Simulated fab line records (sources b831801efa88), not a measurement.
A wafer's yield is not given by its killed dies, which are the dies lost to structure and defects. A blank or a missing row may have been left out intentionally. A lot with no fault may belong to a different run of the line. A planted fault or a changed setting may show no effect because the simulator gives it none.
A single fault, viewed from 2 desks	flow gf180mcu	only its own numbers are on each desk; what lay behind them is given at the end

DESK OF THE TOOL OWNER: lithoTrack-01
At GF_STI_SOFTBAKE_08 (time 60 s), the tool's own readings, given per lot that ran on this tool as the mean of the sampled wafers with a number. Any lot whose mean is over 4 standard deviations away from the usual mean is out of limits and marked OUT; that distance is given in the brackets.
Columns: A = runLengthS at GF_STI_SOFTBAKE_08, usual 88.96 s
lot	first seen here	A
L432	day 2 01:05	88.74
L437	day 3 01:41	88.68
L438	day 3 07:08	88.72
L439	day 3 11:31	88.87
L448	day 5 13:56	97.98 (+38) OUT
L449	day 5 18:14	97.88 (+37) OUT
This desk finds L448, L449 out of limits, L448 being first, at day 5 13:56 (runLengthS at GF_STI_SOFTBAKE_08). L432, L437, L438, L439 stayed within limits.

AT THE METROLOGY DESK
What the gauges read for every lot (on any tool): the sampled wafers with a number, averaged. Any lot whose mean is over 4 standard deviations away from the usual mean is out of limits and marked OUT; that distance is given in the brackets.
Columns: A = HV_LDD_CVD_54_THK at GF_HV_LDD_THK_MEAS_55, usual 10.01 nm; B = CONTACT_CVD_02_THK at GF_CONTACT_THK_MEAS_03, usual 862 nm
lot	first seen here	A	B
L431	day 12 05:10	10.17	868
L432	day 12 08:18	10.14	855
L433	day 12 17:20	9.92	860
L435	day 13 09:20	9.92	864
L436	day 13 14:36	9.95	862
L437	day 14 05:24	10.05	865
L438	day 14 12:44	9.80	866
L439	day 15 03:05	9.91	865
L449	day 18 22:47	10.06	862
L448	day 19 00:03	9.84	864
L450	day 19 07:04	10.08	863
L451	day 19 13:11	9.91	864
L453	day 19 20:36	10.02	867
L454	day 20 13:41	10.31	846
This desk's finding: nothing out of limits on any of the 14 lots.

ALL TOGETHER
The tool owner's desk could have raised an alarm at day 5 13:56, on L448, L449.
Nothing out of limits was seen by the metrology desk.
The metrology desk holds a record of L448, L449, inside its limits.
GF_STI_SOFTBAKE_08 was run on lithoTrack-01 by each of the lots named.

WHAT THE SIMULATOR PUT IN
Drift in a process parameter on lithoTrack-01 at GF_STI_SOFTBAKE_08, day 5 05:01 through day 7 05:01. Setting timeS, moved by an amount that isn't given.
Struck lots among those shown: L448, L449.
Hours from the fault's start to each desk's first reading out of limits: the tool owner's desk, 9.
